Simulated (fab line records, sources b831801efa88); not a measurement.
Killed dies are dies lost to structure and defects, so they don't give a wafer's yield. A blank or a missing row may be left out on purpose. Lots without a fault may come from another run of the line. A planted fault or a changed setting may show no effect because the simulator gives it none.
Chamber matching | flow gf180mcu | GF_CONTACT_CMP_27 on cmp-01: 4 sister chambers
The step polishes, stops on SiO2, t overpolish 15 s, target thk 0 nm. 14 wafers are shown with their chamber, then 7 later ones without.

WAFERS WITH THEIR CHAMBER
wafer  | chamber | motor_current_A (A) | time_to_endpoint_s (s) | overpolish_run_s (s)
L256.1 | 1       | 10.2                | 83                     | 15.013
L256.3 | 0       | 12.8                | 76                     | 14.994
L256.4 | 2       | 10.0                | 72                     | 14.982
L258.3 | 0       | 12.6                | 73                     | 15.004
L258.5 | 0       | 13.3                | 74                     | 14.997
L258.6 | 3       | 9.0                 | 74                     | 15.013
L259.3 | 1       | 10.1                | 78                     | 15.005
L259.5 | 0       | 13.1                | 70                     | 15.001
L259.6 | 1       | 9.8                 | 79                     | 14.987
L261.1 | 3       | 9.3                 | 70                     | 14.987
L261.2 | 0       | 13.1                | 69                     | 14.975
L261.5 | 1       | 10.2                | 75                     | 15.006
L262.1 | 1       | 10.2                | 75                     | 14.993
L262.4 | 0       | 13.0                | 71                     | 14.999

SIGNATURES (means of the wafers above)
reading            | chamber 0 | chamber 1 | chamber 2 | chamber 3 | scatter within a chamber
motor_current_A    | 12.983    | 10.100    | 10.000    | 9.150     | 0.218
time_to_endpoint_s | 72.17     | 78.00     | 72.00     | 72.00     | 2.95
overpolish_run_s   | 14.99500  | 15.00080  | 14.98200  | 15.00000  | 0.0115
Rule: a wafer's distance from a chamber is the root of the sum, over the readings, of the square of ((its reading less the chamber's mean) divided by the reading's scatter). The wafer belongs to the nearest chamber; if the next one is less than 2 further off, it can't be placed. The scatter: the root of (the sum of the squares of (reading less its chamber's mean) over the shown wafers, divided by (wafers less chambers)).

WAFERS WITHOUT THEIR CHAMBER
wafer  | motor_current_A (A) | time_to_endpoint_s (s) | overpolish_run_s (s)
L262.5 | 12.9                | 68                     | 15.006
L265.2 | 9.9                 | 76                     | 14.992
L265.4 | 10.1                | 81                     | 15.011
L265.5 | 10.2                | 76                     | 15.004
L268.1 | 10.4                | 83                     | 14.985
L268.4 | 10.7                | 75                     | 14.994
L268.5 | 10.0                | 75                     | 15.017

WHICH CHAMBER EACH WENT THROUGH
wafer  | from the rows above     | in truth
L262.5 | 0                       | 0
L265.2 | can't be placed: 1 or 2 | 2
L265.4 | 1                       | 1
L265.5 | can't be placed: 1 or 2 | 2
L268.1 | can't be placed: 1 or 2 | 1
L268.4 | can't be placed: 1 or 2 | 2
L268.5 | can't be placed: 1 or 2 | 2
Placed correctly: 2 of 7. Can't be placed from these rows: 5 (the true chamber is among the candidates in 5). Placed wrongly: 0.
